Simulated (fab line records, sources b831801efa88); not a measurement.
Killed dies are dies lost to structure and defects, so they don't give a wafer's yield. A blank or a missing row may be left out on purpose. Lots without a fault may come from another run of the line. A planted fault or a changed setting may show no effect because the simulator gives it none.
One fault seen from 2 desks | flow sky130 | each desk has only its own numbers; what lay behind them comes last

THE TOOL OWNER'S DESK: plasma_asher-01
The tool's own readings at SKY_SD_P_STRIP_10 (strips in O2/N2): means of the sampled wafers that have a number, for each lot that ran on this tool. A lot is out of limits, marked OUT, if its mean lies more than 4 standard deviations from the usual mean; the brackets give that distance.
Columns: A = chamber_pressure_mTorr at SKY_SD_P_STRIP_10, usual 1500.1 mTorr; B = drypump_motor_current_A at SKY_SD_P_STRIP_10, usual 5.5 A; C = oes_product_au at SKY_SD_P_STRIP_10, usual 0.617 a.u.; D = strip_time_to_endpoint_s at SKY_SD_P_STRIP_10, usual 17.49 s
lot  | first seen here | A      | B   | C     | D
L710 | day 30 05:29    | 1500.9 | 5.7 | 0.619 | 17.46
L712 | day 30 13:50    | 1501.0 | 5.7 | 0.614 | 17.47
L714 | day 31 07:50    | 1501.8 | 5.7 | 0.619 | 17.56
L717 | day 32 05:10    | 1501.0 | 5.7 | 0.618 | 17.51
L718 | day 32 06:29    | 1500.0 | 5.7 | 0.619 | 17.47
L720 | day 32 21:47    | 1500.8 | 5.7 | 0.618 | 17.53
L721 | day 33 11:05    | 1498.6 | 5.7 | 0.619 | 17.48
This desk's finding: nothing out of limits on any of the 7 lots.

THE METROLOGY DESK
What the gauges read, lot by lot, whatever tool the lot ran on: means of the sampled wafers that have a number. A lot is out of limits, marked OUT, if its mean lies more than 4 standard deviations from the usual mean; the brackets give that distance.
Columns: A = RES_XHIGH_TW at SKY_RES_XHIGH_TW_MEAS_09, usual 1640; B = METAL1_ALCU_RS at SKY_METAL1_RS_MEAS_05, usual 0.1263 ohm/sq
lot  | first seen here | A                    | B
L698 | day 26 16:41    | 1650                 | 0.1254
L702 | day 28 03:32    | 1645                 | 0.1246
L706 | day 29 18:35    | 30 (-99 or more) OUT | 0.1260
L707 | day 30 07:29    | 30 (-99 or more) OUT | 0.1238
L710 | day 31 09:41    | 1644                 | 0.1273
L711 | day 31 13:33    | 1647                 | 0.1299
L712 | day 31 17:26    | 1638                 | 0.1250
L714 | day 32 11:26    | 1631                 | 0.1266
L715 | day 32 23:11    | 1647                 | 0.1280
L716 | day 33 01:56    | 1632                 | 0.1272
L717 | day 33 07:37    | 1624                 | 0.1278
L718 | day 33 08:41    | 1629                 | 0.1243
L720 | day 34 00:30    | 1650                 | 0.1265
L721 | day 34 13:59    | 1625                 | 0.1275
This desk's finding: out of limits on L706, L707; first on L706, day 29 18:35 (RES_XHIGH_TW at SKY_RES_XHIGH_TW_MEAS_09). In limits: L698, L702, L710, L711, L712, L714, L715, L716, L717, L718, L720, L721.

PUT TOGETHER
The metrology desk could have raised an alarm at day 29 18:35, on L706, L707.
The tool owner's desk saw nothing out of limits.
The tool owner's desk has no number on record for L706, L707.
Of the lots named, all ran SKY_SD_P_STRIP_10 on plasma_asher-01.

WHAT THE SIMULATOR HAD PUT IN
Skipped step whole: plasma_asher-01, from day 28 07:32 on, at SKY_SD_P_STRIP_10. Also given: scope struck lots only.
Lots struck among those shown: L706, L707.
Hours from the fault's start to each desk's first reading out of limits: the metrology desk, 35.
